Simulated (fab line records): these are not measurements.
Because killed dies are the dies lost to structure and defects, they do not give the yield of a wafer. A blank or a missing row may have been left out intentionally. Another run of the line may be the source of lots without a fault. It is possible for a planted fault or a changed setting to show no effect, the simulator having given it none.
Which tool is to blame? + flow gf180mcu + 45 wafers from 15 lots sampled at 6 of the route's 602 steps

== WHAT EACH GAUGE READ, for each wafer ==
GF_HV_LDD_TW_MEAS_38.
| lot  | measured     | on            | HV_LDD_3_TW    |
|------|--------------|---------------|----------------|
| L575 | day 11 21:25 | film metro-04 | 1423 1416 1425 |
| L576 | day 12 02:20 | film metro-01 | 1441 1445 1435 |
| L578 | day 12 16:44 | film metro-03 | 1444 1442 1449 |
| L582 | day 14 03:33 | film metro-01 | 1435 1442 1441 |
| L583 | day 14 13:17 | film metro-03 | 1313 1315 1314 |
| L584 | day 14 20:03 | film metro-03 | 1317 1315 1312 |
| L585 | day 15 04:13 | film metro-04 | 1306 1308 1297 |
| L590 | day 16 20:18 | film metro-04 | 1422 1427 1428 |
| L591 | day 17 08:43 | film metro-01 | 1458 1455 1453 |
| L592 | day 17 12:11 | film metro-03 | 1437 1436 1435 |
| L593 | day 17 19:41 | film metro-03 | 1439 1439 1435 |
| L594 | day 18 00:26 | film metro-04 | 1428 1428 1421 |
| L595 | day 18 10:50 | film metro-01 | 1457 1451 1449 |
| L596 | day 18 19:34 | film metro-01 | 1448 1444 1444 |
| L597 | day 19 05:37 | film metro-04 | 1428 1432 1431 |

GF_HV_LDD_RS_MEAS_53: a four-point-probe measurement.
| lot  | measured     | on            | HV_LDD_RS (ohm/sq) |
|------|--------------|---------------|--------------------|
| L575 | day 12 16:46 | film metro-03 | 416.8 418.4 418.3  |
| L576 | day 12 21:59 | film metro-04 | 418.5 420.1 418.1  |
| L578 | day 13 12:16 | film metro-04 | 419.7 420.0 420.9  |
| L582 | day 15 01:20 | film metro-01 | 417.1 417.8 417.5  |
| L583 | day 15 11:37 | film metro-03 | 442.8 442.5 441.0  |
| L584 | day 15 18:19 | film metro-03 | 441.0 440.9 441.3  |
| L585 | day 16 03:07 | film metro-03 | 440.1 440.3 439.1  |
| L590 | day 17 20:10 | film metro-04 | 419.9 419.8 419.4  |
| L591 | day 18 08:52 | film metro-04 | 419.7 420.3 420.8  |
| L592 | day 18 11:55 | film metro-03 | 419.5 419.3 419.0  |
| L593 | day 18 19:41 | film metro-01 | 419.3 418.9 419.4  |
| L594 | day 19 00:13 | film metro-01 | 417.8 418.6 419.1  |
| L595 | day 19 11:22 | film metro-03 | 418.3 419.2 417.4  |
| L596 | day 19 19:58 | film metro-01 | 419.1 419.2 419.1  |
| L597 | day 20 06:01 | film metro-01 | 419.0 418.1 418.0  |

GF_CONTACT_BOW_MEAS_05.
| lot  | measured     | on            | CONTACT_BOW (um) |
|------|--------------|---------------|------------------|
| L575 | day 15 15:34 | film metro-01 | 66 61 62         |
| L576 | day 15 20:20 | film metro-04 | 73 60 64         |
| L578 | day 16 12:39 | film metro-01 | 63 62 67         |
| L582 | day 18 03:30 | film metro-01 | 67 68 72         |
| L590 | day 21 01:35 | film metro-01 | 59 65 64         |
| L591 | day 21 14:19 | film metro-04 | 69 68 66         |
| L592 | day 21 17:50 | film metro-01 | 63 74 79         |
| L593 | day 22 00:44 | film metro-04 | 73 75 50         |
| L594 | day 22 05:16 | film metro-01 | 62 60 54         |
| L595 | day 22 15:19 | film metro-01 | 64 75 60         |
| L596 | day 22 23:32 | film metro-01 | 56 63 68         |
| L597 | day 23 09:50 | film metro-03 | 71 51 60         |

GF_CONTACT_OVL_MEAS_15.
| lot  | measured     | on         | CONTACT_OVL (nm) |
|------|--------------|------------|------------------|
| L575 | day 16 15:00 | overlay-02 | -5 -5 -1         |
| L576 | day 16 19:35 | overlay-01 | 2 3 -2           |
| L578 | day 17 11:30 | overlay-02 | -10 -16 -13      |
| L582 | day 19 04:24 | overlay-01 | 3 -2 0           |
| L590 | day 22 01:21 | overlay-02 | 12 7 10          |
| L591 | day 22 13:51 | overlay-02 | -1 -10 -3        |
| L592 | day 22 17:51 | overlay-02 | -5 -10 1         |
| L593 | day 22 23:54 | overlay-02 | -5 -3 -4         |
| L594 | day 23 04:15 | overlay-01 | 3 3 12           |
| L595 | day 23 14:14 | overlay-01 | -6 -3 -4         |
| L596 | day 23 21:47 | overlay-01 | 5 8 4            |
| L597 | day 24 07:49 | overlay-01 | -7 -12 -15       |

== TOOL THAT RAN EACH LOT (tool first, then ch and the chambers of the sampled wafers, then the start) ==
| lot  | GF_HV_LDD_STRIP_10                   | GF_HV_LDD_IMPLANT_36            |
|------|--------------------------------------|---------------------------------|
| L575 | plasma asher-01 ch 0,1, day 10 08:06 | implanter-04 ch 0, day 11 21:08 |
| L576 | plasma asher-04 ch 0,1, day 10 13:14 | implanter-04 ch 0, day 12 02:05 |
| L578 | plasma asher-04 ch 0,1, day 11 03:16 | implanter-02 ch 0, day 12 16:31 |
| L582 | plasma asher-04 ch 0,1, day 12 10:25 | implanter-02 ch 0, day 14 03:20 |
| L583 | plasma asher-01 ch 0, day 12 19:26   | implanter-01, day 14 13:03      |
| L584 | plasma asher-04 ch 0,1, day 13 01:37 | implanter-04, day 14 19:49      |
| L585 | plasma asher-04 ch 0,1, day 13 09:16 | implanter-01, day 15 03:58      |
| L590 | plasma asher-04 ch 0,1, day 14 22:07 | implanter-01 ch 0, day 16 20:04 |
| L591 | plasma asher-04 ch 0,1, day 15 09:40 | implanter-02 ch 0, day 17 08:28 |
| L592 | plasma asher-01 ch 0, day 15 13:59   | implanter-04 ch 0, day 17 11:56 |
| L593 | plasma asher-04 ch 0,1, day 15 20:23 | implanter-02 ch 0, day 17 19:27 |
| L594 | plasma asher-04 ch 0,1, day 16 01:37 | implanter-01 ch 0, day 18 00:11 |
| L595 | plasma asher-04 ch 0,1, day 16 11:44 | implanter-02 ch 0, day 18 10:35 |
| L596 | plasma asher-04 ch 0,1, day 16 18:50 | implanter-04 ch 0, day 18 19:17 |
| L597 | plasma asher-01 ch 0,1, day 17 04:21 | implanter-01 ch 0, day 19 05:25 |
- GF_HV_LDD_STRIP_10: strips in O2/N2.
- GF_HV_LDD_IMPLANT_36

== WHAT THE TOOLS THEMSELVES READ (means of the sampled wafers that have a number; where no wafer has one, the mark that the record gives instead) ==
GF_HV_LDD_STRIP_10.
| lot  | tool            | drypump motor current A (A) | heater power w (W) | oes product au (a.u.) | strip time to endpoint s (s) |
|------|-----------------|-----------------------------|--------------------|-----------------------|------------------------------|
| L575 | plasma asher-01 | 5.4                         | 314                | 0.711                 | 12.64                        |
| L576 | plasma asher-04 | 5.0                         | 275                | 0.715                 | 12.61                        |
| L578 | plasma asher-04 | 5.0                         | 278                | 0.715                 | 12.60                        |
| L582 | plasma asher-04 | 5.0                         | 275                | 0.721                 | 12.70                        |
| L583 | plasma asher-01 | 6.3                         | 319                | 0.712                 | 12.59                        |
| L584 | plasma asher-04 | 5.0                         | 274                | 0.718                 | 12.60                        |
| L585 | plasma asher-04 | 4.8                         | 294                | 0.716                 | 12.57                        |
| L590 | plasma asher-04 | 5.0                         | 275                | 0.716                 | 12.55                        |
| L591 | plasma asher-04 | 4.9                         | 301                | 0.718                 | 12.64                        |
| L592 | plasma asher-01 | 6.4                         | 320                | 0.712                 | 12.62                        |
| L593 | plasma asher-04 | 5.0                         | 274                | 0.716                 | 12.69                        |
| L594 | plasma asher-04 | 4.8                         | 291                | 0.716                 | 12.61                        |
| L595 | plasma asher-04 | 5.0                         | 280                | 0.718                 | 12.62                        |
| L596 | plasma asher-04 | 5.0                         | 278                | 0.718                 | 12.61                        |
| L597 | plasma asher-01 | 5.4                         | 311                | 0.718                 | 12.61                        |

GF_HV_LDD_IMPLANT_36.
| lot  | tool         | beam energy keV | beam on s (s) |
|------|--------------|-----------------|---------------|
| L575 | implanter-04 | 59.987          | 10.01         |
| L576 | implanter-04 | 59.991          | 9.96          |
| L578 | implanter-02 | 60.000          | 9.95          |
| L582 | implanter-02 | 60.014          | 10.05         |
| L583 | implanter-01 | -               | -             |
| L584 | implanter-04 | -               | -             |
| L585 | implanter-01 | -               | -             |
| L590 | implanter-01 | 59.995          | 10.17         |
| L591 | implanter-02 | 60.022          | 10.08         |
| L592 | implanter-04 | 60.020          | 9.96          |
| L593 | implanter-02 | 60.003          | 10.05         |
| L594 | implanter-01 | 60.007          | 9.97          |
| L595 | implanter-02 | 60.007          | 9.85          |
| L596 | implanter-04 | 60.018          | 9.99          |
| L597 | implanter-01 | 59.967          | 10.22         |

== THE ANSWER, worked out from the rows above alone ==
Rule: usual is defined by the lots themselves. Put in order of their means at a reading, lots are off if they are a third of the lots or fewer, leave a main group of 4 or more, and stand apart from it by a gap of 3 or more times the standard deviation of the main group's means; of several such gaps the widest counts. If all means in a main group match to the digits the tables above print for the reading, that group is not used. Also off: a lot with no number at a reading for which 4 or more lots have one. Where the step has rows for the other lots, those lots are counted as sound. After the gauges, taken in route order, come the tools' own readings; for these a lot's mean is taken, as printed above. The first step at which some lot is off is used, and at that step the reading that is off furthest; a lot without a number counts as furthest.
Off: L583, L584, L585, seen at GF_HV_LDD_TW_MEAS_38 (HV_LDD_3_TW). Mean 1438 and standard deviation 10 in the main group.
A tool fits if, at a process step before that reading, it ran every lot that is off, and no sound lot after the first of them. Not tried: the gauges at GF_HV_LDD_TW_MEAS_38; whatever is off there is also off at GF_HV_LDD_IMPLANT_36, on other tools, and gauge error can't account for it. Of those tried, none fits.

== WHAT HAD BEEN PUT IN BY THE SIMULATOR ==
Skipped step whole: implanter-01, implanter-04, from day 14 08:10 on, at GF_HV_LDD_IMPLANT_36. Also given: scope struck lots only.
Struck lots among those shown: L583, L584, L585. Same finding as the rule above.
